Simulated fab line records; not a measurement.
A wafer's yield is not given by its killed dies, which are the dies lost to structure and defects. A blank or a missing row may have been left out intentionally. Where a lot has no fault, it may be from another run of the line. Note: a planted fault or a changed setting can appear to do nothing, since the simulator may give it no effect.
Matching of chambers || flow gf180mcu || cmp-01 running GF_V3_CMP_26: 4 sister chambers
The step polishes, stops on SiO2, t overpolish 15 s, target thk 0 nm. 8 wafers are shown with their chamber, then 11 later ones without.

WAFERS WITH THEIR CHAMBER
{"wafer": "L081.2", "chamber": 2, "motor current A (A)": 11.9, "time to endpoint s (s)": 85}
{"wafer": "L081.6", "chamber": 1, "motor current A (A)": 13.1, "time to endpoint s (s)": 79}
{"wafer": "L084.1", "chamber": 0, "motor current A (A)": 10.3, "time to endpoint s (s)": 79}
{"wafer": "L084.5", "chamber": 2, "motor current A (A)": 11.9, "time to endpoint s (s)": 88}
{"wafer": "L088.1", "chamber": 1, "motor current A (A)": 12.8, "time to endpoint s (s)": 83}
{"wafer": "L088.3", "chamber": 0, "motor current A (A)": 9.6, "time to endpoint s (s)": 80}
{"wafer": "L088.5", "chamber": 3, "motor current A (A)": 10.8, "time to endpoint s (s)": 88}
{"wafer": "L089.2", "chamber": 3, "motor current A (A)": 11.1, "time to endpoint s (s)": 86}

WAFERS WHOSE CHAMBER IS MISSING
{"wafer": "L089.4", "motor current A (A)": 12.0, "time to endpoint s (s)": 84}
{"wafer": "L089.5", "motor current A (A)": 12.4, "time to endpoint s (s)": 82}
{"wafer": "L090.1", "motor current A (A)": 11.8, "time to endpoint s (s)": 84}
{"wafer": "L090.4", "motor current A (A)": 9.7, "time to endpoint s (s)": 80}
{"wafer": "L090.5", "motor current A (A)": 10.3, "time to endpoint s (s)": 83}
{"wafer": "L092.1", "motor current A (A)": 9.5, "time to endpoint s (s)": 78}
{"wafer": "L092.4", "motor current A (A)": 12.7, "time to endpoint s (s)": 78}
{"wafer": "L092.5", "motor current A (A)": 12.6, "time to endpoint s (s)": 80}
{"wafer": "L095.2", "motor current A (A)": 11.9, "time to endpoint s (s)": 81}
{"wafer": "L095.4", "motor current A (A)": 9.9, "time to endpoint s (s)": 82}
{"wafer": "L095.5", "motor current A (A)": 10.5, "time to endpoint s (s)": 88}

THE CHAMBER EACH PASSED THROUGH
{"wafer": "L089.4", "from the rows above": 2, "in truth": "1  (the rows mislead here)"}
{"wafer": "L089.5", "from the rows above": "can't be placed: 1 or 2", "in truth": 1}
{"wafer": "L090.1", "from the rows above": "can't be placed: 2 or 3", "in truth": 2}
{"wafer": "L090.4", "from the rows above": 0, "in truth": 0}
{"wafer": "L090.5", "from the rows above": "can't be placed: 0 or 3", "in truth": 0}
{"wafer": "L092.1", "from the rows above": 0, "in truth": 0}
{"wafer": "L092.4", "from the rows above": 1, "in truth": 1}
{"wafer": "L092.5", "from the rows above": 1, "in truth": 1}
{"wafer": "L095.2", "from the rows above": "can't be placed: 2 or 1 or 3", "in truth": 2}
{"wafer": "L095.4", "from the rows above": 0, "in truth": 0}
{"wafer": "L095.5", "from the rows above": 3, "in truth": 3}
6 of 11 placed correctly. Not placeable from these rows: 4 (in 4, the candidates include the true chamber). 1 placed wrongly.
How it was worked out, from the rows above alone: a wafer's distance from a chamber is the root of the sum, over the readings, of the square of ((its reading less the chamber's mean) divided by the reading's scatter). If the next closest chamber is less than 2 further off than the closest, the wafer can't be placed; otherwise it belongs to the closest. For every chamber, the mean is computed from those of its wafers that are shown. How the scatter is found: for the shown wafers, subtract from each reading the mean of its chamber, square and add these, divide the total by (wafers less chambers), then take the root.
